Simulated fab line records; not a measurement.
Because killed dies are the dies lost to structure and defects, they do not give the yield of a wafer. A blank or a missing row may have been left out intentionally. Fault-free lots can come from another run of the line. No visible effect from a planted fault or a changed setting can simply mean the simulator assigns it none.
One fault seen from 2 desks || flow gf180mcu || numbers are kept per desk, each desk with only its own; the story behind them comes last

AT THE TOOL OWNER'S DESK: cmp-01
The tool's own readings at GF_V5_CMP_26 (polishes, stops on SiO2, t overpolish 15 s, target thk 0 nm): means of the sampled wafers that have a number, for each lot that ran on this tool. The brackets show how far a lot's mean lies from the usual mean; more than 4 standard deviations puts the lot out of limits, marked OUT.
Columns: A = motor_current_A at GF_V5_CMP_26, usual 11.1 A; B = overpolish_run_s at GF_V5_CMP_26, usual 14.999 s; C = time_to_endpoint_s at GF_V5_CMP_26, usual 86 s
{"lot": "L446", "first seen here": "day 28 06:56", "A": 10.8, "B": 15.007, "C": 86}
{"lot": "L447", "first seen here": "day 28 18:16", "A": 10.3, "B": 14.999, "C": 88}
{"lot": "L448", "first seen here": "day 29 02:49", "A": 10.1, "B": 15.001, "C": 82}
{"lot": "L449", "first seen here": "day 29 06:21", "A": 9.2, "B": 14.991, "C": 87}
{"lot": "L450", "first seen here": "day 29 12:16", "A": 11.2, "B": 14.996, "C": 86}
{"lot": "L454", "first seen here": "day 31 01:17", "A": 9.2, "B": "5.025 (-99 or more) OUT", "C": "117 (+8.3) OUT"}
{"lot": "L466", "first seen here": "day 33 23:21", "A": 11.1, "B": 14.995, "C": 85}
This desk's verdict: out of limits on L454, starting with L454 at day 31 01:17 (overpolish_run_s at GF_V5_CMP_26). In limits: L446, L447, L448, L449, L450, L466.

METROLOGY DESK
Lot by lot, what the gauges showed, no matter which tool ran the lot: averages of those sampled wafers that carry a number. The brackets show how far a lot's mean lies from the usual mean; more than 4 standard deviations puts the lot out of limits, marked OUT.
Columns: A = M4_ALCU_RS at GF_M4_RS_MEAS_05, usual 0.0695 ohm/sq; B = V4_OVL at GF_V4_OVL_MEAS_15, usual 2 nm
{"lot": "L443", "first seen here": "day 22 17:05", "A": 0.0690, "B": 3}
{"lot": "L444", "first seen here": "day 22 20:52", "A": 0.0690, "B": 1}
{"lot": "L445", "first seen here": "day 23 09:43", "A": 0.0690, "B": 3}
{"lot": "L446", "first seen here": "day 23 13:44", "A": 0.0701, "B": 4}
{"lot": "L447", "first seen here": "day 24 04:52", "A": 0.0690, "B": 2}
{"lot": "L448", "first seen here": "day 24 14:34", "A": 0.0683, "B": 6}
{"lot": "L449", "first seen here": "day 24 18:10", "A": 0.0692, "B": 0}
{"lot": "L450", "first seen here": "day 25 00:01", "A": 0.0694, "B": 4}
{"lot": "L454", "first seen here": "day 26 14:52", "A": 0.0687, "B": -1}
{"lot": "L465", "first seen here": "day 29 20:39", "A": 0.0699, "B": 2}
{"lot": "L466", "first seen here": "day 30 03:38", "A": 0.0692, "B": 4}
Finding of this desk: none of the 11 lots has anything out of limits.

TAKEN TOGETHER
The tool owner's desk had the chance to raise an alarm at day 31 01:17 on L454.
Metrology desk: nothing out of limits seen.
The metrology desk has L454 on record, within its limits.
The lots listed all ran GF_V5_CMP_26 on cmp-01.

WHAT THE SIMULATOR PUT IN
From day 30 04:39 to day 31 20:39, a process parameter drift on cmp-01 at GF_V5_CMP_26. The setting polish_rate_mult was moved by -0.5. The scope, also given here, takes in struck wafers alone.
Lots struck among those shown: L454.
How many hours passed from the start of the fault until each desk's first out-of-limits reading: the tool owner's desk, 21.
